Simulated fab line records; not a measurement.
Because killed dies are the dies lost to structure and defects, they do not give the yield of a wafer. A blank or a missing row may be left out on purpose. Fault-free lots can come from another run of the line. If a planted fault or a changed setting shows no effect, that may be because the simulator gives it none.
fab line records -- flow gf180mcu
record lots=13, wafers=39, last-day=34
route steps=602 shown M4@471 MIM@507 V5@565 TOP_METAL@569
lots with no fault: from the same line, run without faults
start-h: hours from the record's first day to the start of the lot's first wafer shown -- wait-h: hours elapsed since this lot's preceding step -- " the same as in the row above -- L1.1+2: a row that stands for several wafers -- - no value present, or no start provided -- * or withheld: withheld -- < > ~ a bound
route shown NAME@n: NAME is a module with steps in the file, n the number in the route of the first one -- usual: mean/standard deviation of fault-free wafers -- same: alike in all rows -- chamber/n: place in a boat -- sites: per-site readings -- _std_site: standard deviation across them -- _edge_site: outer sites' mean less inner sites' -- radius-mm: for every site, how far away it sits from the centre of the wafer -- mask NAME#n: copy n -- behind: the last tool/chamber to shape the wafer -- hold: why the lot went on hold/how many hours it stayed there/how the hold came to an end -- device: transistor that didn't switch, given as n, p or np -- end of line: the tests these same wafers got at the end of their route -- step lacking rows: just its recipe -- killed: count of dies lost to structure and defects at first sort (not the wafer's yield) -- map: a wafer's dies, x killed, . not, _ none there
set.NAME: setting as actually run; set.NAME@STEP: the setting as run at that earlier step -- model.NAME: the simulator's own value behind a step, which no gauge read
steps of the route over a sample of lots; a table a step, a row a wafer
services: from which hour (start-h, from the record's first day; less than 0 if before it) a tool's chamber was out of use, for how many hours, and why
## steps
# step GF_M4_OVL_MEAS_15
# usual M4_OVL=-2/5
lot.wafer,tool,chamber,start-h,wait-h,M4_OVL[nm]
L840.1,overlay-02,-,535.41,0.1,-9
L840.5,overlay-02,-,535.41,0.1,-7
L840.6,overlay-02,-,535.41,0.1,-8
L841.4,overlay-02,-,546.38,0.1,1
L841.5,overlay-02,-,546.38,0.1,0
L841.6,overlay-02,-,546.38,0.1,3
L842.2,overlay-02,-,555.47,0.1,-6
L842.3,overlay-02,-,555.47,0.1,-10
L842.5,overlay-02,-,555.47,0.1,-14
L843.1,overlay-01,-,568.97,0.1,-5
L843.3,overlay-01,-,568.97,0.1,4
L843.5,overlay-01,-,568.97,0.1,3
L844.3,overlay-01,-,575.83,0.1,0
L844.5,overlay-01,-,575.83,0.1,-10
L844.6,overlay-01,-,575.83,0.1,-5
L845.2,overlay-02,-,580.47,0.1,9
L845.4,overlay-02,-,580.47,0.1,6
L845.6,overlay-02,-,580.47,0.1,8
L846.2,overlay-01,-,589.38,0.1,-10
L846.5,overlay-01,-,589.38,0.1,-10
L846.6,overlay-01,-,589.38,0.1,-2
L848.1,overlay-02,-,606.76,0.1,-1
L848.2,overlay-02,-,606.76,0.1,1
L848.5,overlay-02,-,606.76,0.1,-2
L851.3,overlay-02,-,632.47,0.1,7
L851.5,overlay-02,-,632.47,0.1,2
L851.6,overlay-02,-,632.47,0.1,4
L852.1,overlay-02,-,635.76,0.1,-11
L852.2,overlay-02,-,635.76,0.1,-9
L852.4,overlay-02,-,635.76,0.1,-12
L859.2,overlay-02,-,684.17,0.1,2
L859.4,overlay-02,-,684.17,0.1,-6
L859.5,overlay-02,-,684.17,0.1,-1
L862.3,overlay-01,-,702.48,0.1,-3
L862.4,overlay-01,-,702.48,0.1,-8
L862.6,overlay-01,-,702.48,0.1,-4
L863.1,overlay-01,-,709.76,0.1,0
L863.5,overlay-01,-,709.76,0.1,1
L863.6,overlay-01,-,709.76,0.1,-2
# step GF_MIM_SPUTTER_04
# recipe material=TiN, target-thk-nm=50, power-w=6500, time-s=41.7, chamber-pressure-pa=0.4
# usual cathode-dc-power-W=6499.8/1.3, throttle-valve-pct=29.6/1.1
lot.wafer,tool,chamber,start-h,wait-h,cathode-dc-power-W,throttle-valve-pct
L840.1,pvd-sputter-01,-,560.72,0.0,6499.0,30.3
L840.5,pvd-sputter-01,-,560.72,0.0,6500.4,29.3
L840.6,pvd-sputter-01,-,560.72,0.0,6500.7,28.3
L841.4,pvd-sputter-01,-,571.59,0.0,6500.4,30.0
L841.5,pvd-sputter-01,-,571.59,0.0,6501.3,30.1
L841.6,pvd-sputter-01,-,571.59,0.0,6500.7,30.4
L842.2,pvd-sputter-02,-,580.66,0.0,6501.9,29.5
L842.3,pvd-sputter-02,-,580.66,0.0,6498.9,27.7
L842.5,pvd-sputter-02,-,580.66,0.0,6497.4,29.8
L843.1,pvd-sputter-02,-,593.53,0.0,6500.3,29.5
L843.3,pvd-sputter-02,-,593.53,0.0,6499.6,27.8
L843.5,pvd-sputter-02,-,593.53,0.0,6503.3,27.7
L844.3,pvd-sputter-02,-,600.44,0.0,6501.1,29.9
L844.5,pvd-sputter-02,-,600.44,0.0,6500.6,27.5
L844.6,pvd-sputter-02,-,600.44,0.0,6500.5,29.1
L845.2,pvd-sputter-03,-,604.33,0.0,6499.2,30.3
L845.4,pvd-sputter-03,-,604.33,0.0,6499.8,30.3
L845.6,pvd-sputter-03,-,604.33,0.0,6499.2,29.9
L846.2,pvd-sputter-03,-,613.08,0.0,6500.3,30.4
L846.5,pvd-sputter-03,-,613.08,0.0,6503.3,28.9
L846.6,pvd-sputter-03,-,613.08,0.0,6498.2,30.2
L848.1,pvd-sputter-01,-,630.25,0.0,6499.2,30.2
L848.2,pvd-sputter-01,-,630.25,0.0,6498.6,30.6
L848.5,pvd-sputter-01,-,630.25,0.0,6498.5,28.1
L851.3,pvd-sputter-03,-,656.04,0.0,6499.8,30.0
L851.5,pvd-sputter-03,-,656.04,0.0,6498.7,28.9
L851.6,pvd-sputter-03,-,656.04,0.0,6501.3,30.2
L852.1,pvd-sputter-02,-,658.97,0.0,6500.6,27.5
L852.2,pvd-sputter-02,-,658.97,0.0,6497.1,32.2
L852.4,pvd-sputter-02,-,658.97,0.0,6497.9,29.4
L859.2,pvd-sputter-03,-,705.88,0.0,6498.5,30.3
L859.4,pvd-sputter-03,-,705.88,0.0,6499.8,28.5
L859.5,pvd-sputter-03,-,705.88,0.0,6499.8,28.8
L862.3,pvd-sputter-03,-,723.47,0.0,6496.2,30.2
L862.4,pvd-sputter-03,-,723.47,0.0,6498.5,28.9
L862.6,pvd-sputter-03,-,723.47,0.0,6500.6,29.9
L863.1,pvd-sputter-01,-,730.56,0.0,6498.6,29.2
L863.5,pvd-sputter-01,-,730.56,0.0,6498.1,30.2
L863.6,pvd-sputter-01,-,730.56,0.0,6500.7,29.3
# step GF_V5_THK_MEAS_25
# recipe thk-meas-gauge=xrf, reads=W_of_V5_CVD_23
# usual V5_W_THK=353/5.8
lot.wafer,tool,chamber,start-h,wait-h,V5_W_THK[nm]
L840.1,film-metro-01,-,628.22,0.1,362
L840.5,film-metro-01,-,628.22,0.1,367
L840.6,film-metro-01,-,628.22,0.1,363
L841.4,film-metro-03,-,637.80,0.1,358
L841.5,film-metro-03,-,637.80,0.1,355
L841.6,film-metro-03,-,637.80,0.1,354
L842.2,film-metro-01,-,646.13,0.1,360
L842.3,film-metro-01,-,646.13,0.1,363
L842.5,film-metro-01,-,646.13,0.1,363
L843.1,film-metro-01,-,657.38,0.1,357
L843.3,film-metro-01,-,657.38,0.1,355
L843.5,film-metro-01,-,657.38,0.1,353
L844.3,film-metro-03,-,663.09,0.1,355
L844.5,film-metro-03,-,663.09,0.1,356
L844.6,film-metro-03,-,663.09,0.1,357
L845.2,film-metro-04,-,667.58,0.1,353
L845.4,film-metro-04,-,667.58,0.1,357
L845.6,film-metro-04,-,667.58,0.1,346
L846.2,film-metro-04,-,675.53,0.1,344
L846.5,film-metro-04,-,675.53,0.1,347
L846.6,film-metro-04,-,675.53,0.1,346
L848.1,film-metro-04,-,691.65,0.1,347
L848.2,film-metro-04,-,691.65,0.1,341
L848.5,film-metro-04,-,691.65,0.1,351
L851.3,film-metro-04,-,715.09,0.1,352
L851.5,film-metro-04,-,715.09,0.1,352
L851.6,film-metro-04,-,715.09,0.1,348
L852.1,film-metro-04,-,717.97,0.1,347
L852.2,film-metro-04,-,717.97,0.1,349
L852.4,film-metro-04,-,717.97,0.1,352
L859.2,film-metro-03,-,760.33,0.1,352
L859.4,film-metro-03,-,760.33,0.1,352
L859.5,film-metro-03,-,760.33,0.1,354
L862.3,film-metro-01,-,776.82,0.1,356
L862.4,film-metro-01,-,776.82,0.1,361
L862.6,film-metro-01,-,776.82,0.1,363
L863.1,film-metro-03,-,782.75,0.1,352
L863.5,film-metro-03,-,782.75,0.1,357
L863.6,film-metro-03,-,782.75,0.1,350
# step GF_TOP_METAL_SPUTTER_02
# recipe material=AlCu, target-thk-nm=900, power-w=10600, chamber-pressure-pa=0.3, substrate-temp-c=250, gas=Ar, time-s=47.82
# usual cathode-dc-power-W=10600/2, throttle-valve-pct=29.8/1.1
lot.wafer,tool,chamber,start-h,wait-h,cathode-dc-power-W,throttle-valve-pct
L840.1,pvd-sputter-04,-,628.71,0.0,10599,30.9
L840.5,pvd-sputter-04,-,628.71,0.0,10598,30.9
L840.6,pvd-sputter-04,-,628.71,0.0,10601,30.8
L841.4,pvd-sputter-04,-,638.26,0.0,10602,30.6
L841.5,pvd-sputter-04,-,638.26,0.0,10600,30.7
L841.6,pvd-sputter-04,-,638.26,0.0,10597,30.7
L842.2,pvd-sputter-04,-,646.61,0.0,10598,30.7
L842.3,pvd-sputter-04,-,646.61,0.0,10602,30.2
L842.5,pvd-sputter-04,-,646.61,0.0,10599,31.2
L843.1,pvd-sputter-03,-,658.16,0.0,10595,29.0
L843.3,pvd-sputter-03,-,658.16,0.0,10600,30.0
L843.5,pvd-sputter-03,-,658.16,0.0,10601,28.8
L844.3,pvd-sputter-02,-,663.56,0.0,10598,32.0
L844.5,pvd-sputter-02,-,663.56,0.0,10602,32.3
L844.6,pvd-sputter-02,-,663.56,0.0,10601,27.7
L845.2,pvd-sputter-03,-,668.06,0.0,10600,29.8
L845.4,pvd-sputter-03,-,668.06,0.0,10598,28.7
L845.6,pvd-sputter-03,-,668.06,0.0,10596,28.7
L846.2,pvd-sputter-03,-,676.01,0.0,10601,28.8
L846.5,pvd-sputter-03,-,676.01,0.0,10599,30.3
L846.6,pvd-sputter-03,-,676.01,0.0,10600,28.9
L848.1,pvd-sputter-02,-,692.15,0.0,10601,29.5
L848.2,pvd-sputter-02,-,692.15,0.0,10603,28.0
L848.5,pvd-sputter-02,-,692.15,0.0,10602,31.9
L851.3,pvd-sputter-03,-,715.56,0.0,10601,30.0
L851.5,pvd-sputter-03,-,715.56,0.0,10599,28.6
L851.6,pvd-sputter-03,-,715.56,0.0,10597,30.1
L852.1,pvd-sputter-03,-,718.46,0.0,10602,29.0
L852.2,pvd-sputter-03,-,718.46,0.0,10602,28.8
L852.4,pvd-sputter-03,-,718.46,0.0,10598,30.3
L859.2,pvd-sputter-04,-,760.81,0.0,10599,30.9
L859.4,pvd-sputter-04,-,760.81,0.0,10602,30.2
L859.5,pvd-sputter-04,-,760.81,0.0,10598,30.6
L862.3,pvd-sputter-02,-,777.29,0.0,10597,29.6
L862.4,pvd-sputter-02,-,777.29,0.0,10602,29.4
L862.6,pvd-sputter-02,-,777.29,0.0,10603,32.1
L863.1,pvd-sputter-02,-,783.24,0.0,10602,29.4
L863.5,pvd-sputter-02,-,783.24,0.0,10601,29.7
L863.6,pvd-sputter-02,-,783.24,0.0,10599,31.9
# step GF_TOP_METAL_RS_MEAS_05
# recipe thk-meas-gauge=four-point-probe, reads=TiN_of_TOP_METAL_SPUTTER_04+Ti_of_TOP_METAL_SPUTTER_03+AlCu_of_TOP_METAL_SPUTTER_02+TiN_of_TOP_METAL_SPUTTER_01+Ti_of_TOP_METAL_SPUTTER_00
# usual TOP_METAL_ALCU_RS=0.0327/0.00033
lot.wafer,tool,chamber,start-h,wait-h,hold,TOP_METAL_ALCU_RS[ohm/sq]
L840.1,film-metro-04,-,628.80,0.0,-,0.0334
L840.5,film-metro-04,-,628.80,0.0,-,0.0335
L840.6,film-metro-04,-,628.80,0.0,-,0.0332
L841.4,film-metro-04,-,638.41,0.1,-,0.0330
L841.5,film-metro-04,-,638.41,0.1,-,0.0329
L841.6,film-metro-04,-,638.41,0.1,-,0.0328
L842.2,film-metro-04,-,646.72,0.0,-,0.0327
L842.3,film-metro-04,-,646.72,0.0,-,0.0325
L842.5,film-metro-04,-,646.72,0.0,-,0.0325
L843.1,film-metro-03,-,658.25,0.0,-,0.0325
L843.3,film-metro-03,-,658.25,0.0,-,0.0323
L843.5,film-metro-03,-,658.25,0.0,-,0.0326
L844.3,film-metro-04,-,663.69,0.1,-,0.0326
L844.5,film-metro-04,-,663.69,0.1,-,0.0326
L844.6,film-metro-04,-,663.69,0.1,-,0.0330
L845.2,film-metro-03,-,668.17,0.0,-,0.0326
L845.4,film-metro-03,-,668.17,0.0,-,0.0324
L845.6,film-metro-03,-,668.17,0.0,-,0.0325
L846.2,film-metro-03,-,676.12,0.0,-,0.0326
L846.5,film-metro-03,-,676.12,0.0,-,0.0329
L846.6,film-metro-03,-,676.12,0.0,-,0.0326
L848.1,film-metro-03,-,692.23,0.0,-,0.0326
L848.2,film-metro-03,-,692.23,0.0,-,0.0327
L848.5,film-metro-03,-,692.23,0.0,-,0.0324
L851.3,film-metro-02,-,715.69,0.1,-,0.0324
L851.5,film-metro-02,-,715.69,0.1,-,0.0326
L851.6,film-metro-02,-,715.69,0.1,-,0.0329
L852.1,film-metro-04,-,718.55,0.0,await-dispo/0.2h/release,0.0330
L852.2,film-metro-04,-,718.55,0.0,await-dispo/0.2h/release,0.0329
L852.4,film-metro-04,-,718.55,0.0,await-dispo/0.2h/release,0.0182
L852.1,film-metro-04,-,718.84,0.3,-,0.0330
L852.2,film-metro-04,-,718.84,0.3,-,0.0330
L852.4,film-metro-04,-,718.84,0.3,-,0.0182
L859.2,film-metro-04,-,760.92,0.0,-,0.0330
L859.4,film-metro-04,-,760.92,0.0,-,0.0333
L859.5,film-metro-04,-,760.92,0.0,-,0.0333
L862.3,film-metro-04,-,777.42,0.1,-,0.0325
L862.4,film-metro-04,-,777.42,0.1,-,0.0327
L862.6,film-metro-04,-,777.42,0.1,-,0.0323
L863.1,film-metro-04,-,783.33,0.0,-,0.0330
L863.5,film-metro-04,-,783.33,0.0,-,0.0328
L863.6,film-metro-04,-,783.33,0.0,-,0.0324
# step GF_TOP_METAL_THK_MEAS_06
# recipe thk-meas-gauge=xrf, reads=AlCu_of_TOP_METAL_SPUTTER_02
# usual TOP_METAL_ALCU_THK=930/8.9
lot.wafer,tool,chamber,start-h,wait-h,hold,TOP_METAL_ALCU_THK[nm]
L840.1,film-metro-04,-,628.92,0.1,-,903
L840.5,film-metro-04,-,628.92,0.1,-,902
L840.6,film-metro-04,-,628.92,0.1,-,910
L841.4,film-metro-04,-,638.50,0.1,-,918
L841.5,film-metro-04,-,638.50,0.1,-,927
L841.6,film-metro-04,-,638.50,0.1,-,921
L842.2,film-metro-04,-,646.83,0.1,-,927
L842.3,film-metro-04,-,646.83,0.1,-,932
L842.5,film-metro-04,-,646.83,0.1,-,930
L843.1,film-metro-03,-,658.37,0.1,-,938
L843.3,film-metro-03,-,658.37,0.1,-,943
L843.5,film-metro-03,-,658.37,0.1,-,931
L844.3,film-metro-04,-,663.79,0.1,-,929
L844.5,film-metro-04,-,663.79,0.1,-,931
L844.6,film-metro-04,-,663.79,0.1,-,916
L845.2,film-metro-03,-,668.28,0.1,-,932
L845.4,film-metro-03,-,668.28,0.1,-,937
L845.6,film-metro-03,-,668.28,0.1,-,933
L846.2,film-metro-03,-,676.23,0.1,-,935
L846.5,film-metro-03,-,676.23,0.1,-,923
L846.6,film-metro-03,-,676.23,0.1,-,932
L848.1,film-metro-03,-,692.35,0.1,-,936
L848.2,film-metro-03,-,692.35,0.1,-,933
L848.5,film-metro-03,-,692.35,0.1,-,939
L851.3,film-metro-02,-,715.79,0.1,-,934
L851.5,film-metro-02,-,715.79,0.1,-,927
L851.6,film-metro-02,-,715.79,0.1,-,927
L852.1,film-metro-04,-,721.40,2.5,await-dispo/0.2h/release,918
L852.2,film-metro-04,-,721.40,2.5,await-dispo/0.2h/release,924
L852.4,film-metro-04,-,721.40,2.5,await-dispo/0.2h/release,1674
L852.1,film-metro-04,-,721.63,0.2,-,918
L852.2,film-metro-04,-,721.63,0.2,-,922
L852.4,film-metro-04,-,721.63,0.2,-,1677
L859.2,film-metro-04,-,761.03,0.1,-,921
L859.4,film-metro-04,-,761.03,0.1,-,913
L859.5,film-metro-04,-,761.03,0.1,-,910
L862.3,film-metro-04,-,777.52,0.1,-,941
L862.4,film-metro-04,-,777.52,0.1,-,935
L862.6,film-metro-04,-,777.52,0.1,-,940
L863.1,film-metro-04,-,783.45,0.1,-,917
L863.5,film-metro-04,-,783.45,0.1,-,929
L863.6,film-metro-04,-,783.45,0.1,-,934
## services
tool,chamber,start-h,hours,kind
pvd-sputter-02,1,548.35,-,consumable-replace:kit
pvd-sputter-02,1,548.35,18.0,scheduled-down
pvd-sputter-02,1,548.35,18.0,vent-cycle
pvd-sputter-01,-,548.92,3.1,repair
pvd-sputter-03,3,593.77,-,consumable-replace:kit
pvd-sputter-03,3,593.77,18.0,scheduled-down
pvd-sputter-03,3,593.77,18.0,vent-cycle
pvd-sputter-02,-,626.83,23.9,repair
pvd-sputter-01,-,626.92,1.7,repair
pvd-sputter-01,2,637.54,-,consumable-replace:kit
pvd-sputter-01,2,637.54,18.0,scheduled-down
pvd-sputter-01,2,637.54,18.0,vent-cycle
pvd-sputter-02,-,639.47,1.6,repair
pvd-sputter-01,-,641.67,7.1,repair
pvd-sputter-01,-,661.51,2.3,repair
pvd-sputter-03,2,684.65,-,consumable-replace:kit
pvd-sputter-03,2,684.65,18.0,scheduled-down
pvd-sputter-03,2,684.65,18.0,vent-cycle
pvd-sputter-03,-,707.04,3.6,repair
pvd-sputter-03,-,732.47,0.7,repair
pvd-sputter-02,0,734.24,-,consumable-replace:kit
pvd-sputter-02,0,734.24,18.0,scheduled-down
pvd-sputter-02,0,734.24,18.0,vent-cycle
pvd-sputter-04,-,741.51,1.5,repair
## key
first-sign step=GF_TOP_METAL_RS_MEAS_05, reading=visit, direction=added
effect step=GF_TOP_METAL_RS_MEAS_05, reading=TOP_METAL_ALCU_RS, direction=down, sigmas=44, usual=0.0327, struck=0.0182
effect step=GF_TOP_METAL_THK_MEAS_06, reading=visit, direction=added
effect step=GF_TOP_METAL_THK_MEAS_06, reading=TOP_METAL_ALCU_THK, direction=up, sigmas=84, usual=930, struck=1674
met-at GF_TOP_METAL_SPUTTER_02
struck-lots L852
struck-wafers L852.4
later-rows-left-out L852.4
sort-left-out L852.4
not-acting-at GF_M4_OVL_MEAS_15,GF_MIM_SPUTTER_04,GF_V5_THK_MEAS_25
onset-between 715.56 718.46
fault kind=process-parameter-drift, tool=pvd-sputter-03, chamber=-, onset-h=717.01, steps=GF_TOP_METAL_SPUTTER_02, channel=target-thk-nm, offset=721.77, shape=step, end-h=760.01, acts-in=these-recipes-only, stated=900, scope=struck-wafers-only
# sort-left-out: the simulated sort isn't trusted on such a fault, so these wafers' sort isn't shown, and their yield isn't known
# later-rows-left-out: the simulator's readings of these wafers behind a module that went badly wrong aren't trusted and aren't shown, but for the sort
